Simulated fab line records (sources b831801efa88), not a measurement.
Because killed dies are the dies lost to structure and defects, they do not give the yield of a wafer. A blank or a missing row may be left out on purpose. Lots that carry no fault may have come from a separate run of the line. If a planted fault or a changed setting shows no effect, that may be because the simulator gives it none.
Struck lot and sound lot, side by side	flow gf180mcu	17 steps out of a route of 602
Sound: the wafers L820.1, L820.2, L820.3. The struck wafers were L837.3, L837.4, L837.6. The cause is given at the end.
At each step with rows: each side's tool, then ch and its chambers, then its first start. Under that, the readings that differ: sound wafers	struck wafers	difference of the means	sigmas: that difference in standard deviations of wafers without a fault.
alike: readings with means less than 2 such deviations apart, plus words and numbers identical on both sides. not compared: withheld readings, readings lacking a value on some wafer, bounds such as >300 that could conceal the same value, and numbers that have no deviation in the record and whose values overlap.
A row with sigmas, a row that says differs or no value, or rows on one side alone: a step with any of these is where the two part. Numbers that have no deviation but don't overlap get no sigmas and don't part them. Lack of a reading on every wafer of one side parts them only where that side has two or more wafers.

first, 4 steps without rows for these wafers: GF_M2_HMDS_08 (prime time 60 s); GF_M2_COAT_09 (resist thk 1000 nm); GF_M2_SOFTBAKE_10 (time 60 s); GF_M2_EXPOSE_11 (exposes mask Metal2, target cd 280 nm).
GF_M2_PEB_12: peb time 92.16 s.
  sound on litho_track-04 ch 0; struck on litho_track-03 ch 0
  alike: plate_sensor_t_centre_C, plate_sensor_t_edge_C, resist_line_temp_C
then, 1 step without rows for these wafers: GF_M2_DEVELOP_13 (develop time 60 s).
GF_M2_CD_MEAS_14: target cd 280 nm.
  sound on cd_sem-01, day 20 18:38; struck on cd_sem-01, day 26 15:57
  alike: cd_nm
GF_M2_OVL_MEAS_15:
  sound on overlay-02, day 20 18:45; struck on overlay-02, day 26 16:02
  alike: M2_OVL
GF_M2_METAL_ETCH_16: etches the open film in Cl2/BCl3, stops on SiO2, target depth 627.5 nm, time 104.6 s.
  sound on rie_metal-01 ch 0,1, day 20 18:47; struck on rie_metal-02 ch 0,1, day 26 16:06
  alike: drypump_motor_current_A, oes_product_au, throttle_valve_pct
  not compared: rf_hours_counter_h
GF_M2_STRIP_17: strips in O2/N2.
  sound on plasma_asher-04 ch 0,1, day 20 18:53; struck on plasma_asher-03 ch 0,1, day 26 16:13
  alike: drypump_motor_current_A, heater_power_w, oes_product_au, platen_temp_c, strip_time_to_endpoint_s
  not compared: rf_hours_counter_h
then, 2 steps without rows for these wafers: GF_M2_STRIP_18 (strips in post etch residue remover, time 1200 s); GF_M2_CLEAN_19 (cleans in DIW).
GF_V2_CVD_00: deposits SiO2, target thk 600 nm, time 100 s.
  sound on hdpcvd-01 ch 0,1,2, day 20 19:26; struck on hdpcvd-01 ch 0,1,2, day 26 16:43
  no value came back on the struck wafers for pressure_mtorr (mTorr), run_length_s (s), sih4_flow_sccm (sccm), time_s (s); on the sound wafers pressure_mtorr (mTorr) reads 6.003 5.986 5.985
GF_V2_CVD_02: deposits SiO2 from TEOS, target thk 850 nm, time 94.851 s.
  sound on pecvd-03 ch 0,1,2, day 20 19:34; struck on pecvd-04 ch 0,1,2, day 26 16:50
  alike: heater_power_outer_w, heater_power_w
GF_V2_CMP_04: polishes SiO2.
  sound on cmp-02 ch 0,1,2, day 20 19:41; struck on cmp-01 ch 0,3, day 26 17:01
  alike: motor_current_A
GF_V2_BOW_MEAS_05:
  sound on film_metro-03, day 20 19:59; struck on film_metro-01, day 26 17:19
reading	sound	struck	difference	sigmas
V2_BOW (um)	110 102 106	66 61 73	-39	-5
then, 1 step without rows for these wafers: GF_V2_DEHYDRATE_06 (time 60 s).

WHERE THEY PART
At GF_V2_CVD_00 first; at GF_V2_BOW_MEAS_05 last (within this record only).

WHY: whatever the simulator had introduced
At GF_V2_CVD_00, the step was skipped entirely on hdpcvd-01 from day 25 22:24 on. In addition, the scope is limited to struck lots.
